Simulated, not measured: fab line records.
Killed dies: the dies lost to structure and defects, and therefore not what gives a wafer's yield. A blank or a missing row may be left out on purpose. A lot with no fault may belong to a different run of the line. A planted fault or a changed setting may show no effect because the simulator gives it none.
Problem report in the 8D (eight disciplines) form, filled by code | flow sky130 | the parts of the form that need people (team, actions taken, sign-off) are left out

## 1. WHAT IS WRONG
Wafers without a fault read 89.11 s, standard deviation 0.26; run length s at SKY_VT_ADJUST_HVTR_SOFTBAKE_03 reads a mean of 99.70 s on 6 wafers belonging to 2 lots. Relative to the usual mean, that is a shift of +41 standard deviations.
The step: time 60 s.
First observed at day 13 07:07: wafer L295.2, on litho track-02. The record has a number at this step for 42 wafers belonging to 14 lots. Rule for "out", or "out of limits": more than 4 standard deviations from the usual mean. The other wafers with a number count as sound.

## 2. WHAT THIS IS AND IS NOT
question                    | is                     | is not
which readings at this step | run length s           | -
which lots                  | L295, L296             | L281, L282, L284, L285, L287, L289, L291, L292, L293, L294, L303, L304
which wafers of those lots  | all that have a number | -
read on which tools         | litho track-02         | litho track-01, litho track-04
when                        | from day 13 07:07      | up to then (30 sound wafers); but 6 sound wafers of L303, L304 came after

## 3. SUSPECTS, AND WHAT RULES EACH OUT
Counting: a tool at a process step up to the reading stays a suspect if it ran every lot that is out and no sound lot after the first of them.
- litho track-02 at SKY_VT_ADJUST_HVTR_SOFTBAKE_03 (time 60 s): kept. All lots that are out passed through it, beginning with L295 at day 13 07:07, and no sound lot followed; its final sound lot before that point was L291 at day 12 00:13. Its own readings are out on those wafers: run length s.
Left after counting: litho track-02 at SKY_VT_ADJUST_HVTR_SOFTBAKE_03.

## 4. THE CAUSE (what the simulator had put in)
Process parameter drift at SKY_VT_ADJUST_HVTR_SOFTBAKE_03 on litho track-02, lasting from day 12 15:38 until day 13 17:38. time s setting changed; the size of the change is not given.
The count eliminated every tool but this one.

## 5. THE EFFECT CHAIN, in route order
Each row: a reading whose mean over the struck wafers that have a number lies more than 3 standard deviations from the usual. Only readings whose record carries a usual standard deviation are examined. hours: median over the lots of the time between each lot's start at the first step of this table that gives one and its start at this step. sigmas: the change, counted in usual standard deviations.
hours | step                           | reading      | usual   | on struck wafers | change | sigmas
0     | SKY_VT_ADJUST_HVTR_SOFTBAKE_03 | run length s | 89.11 s | 99.70            | +10.59 | +41
Here are the process steps it includes:
- SKY_VT_ADJUST_HVTR_SOFTBAKE_03: time 60 s.

## 6. WHAT WOULD HAVE CAUGHT IT SOONER
First out-of-limits reading in this record: day 13 07:07, which is 15 hours after fault onset at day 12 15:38.
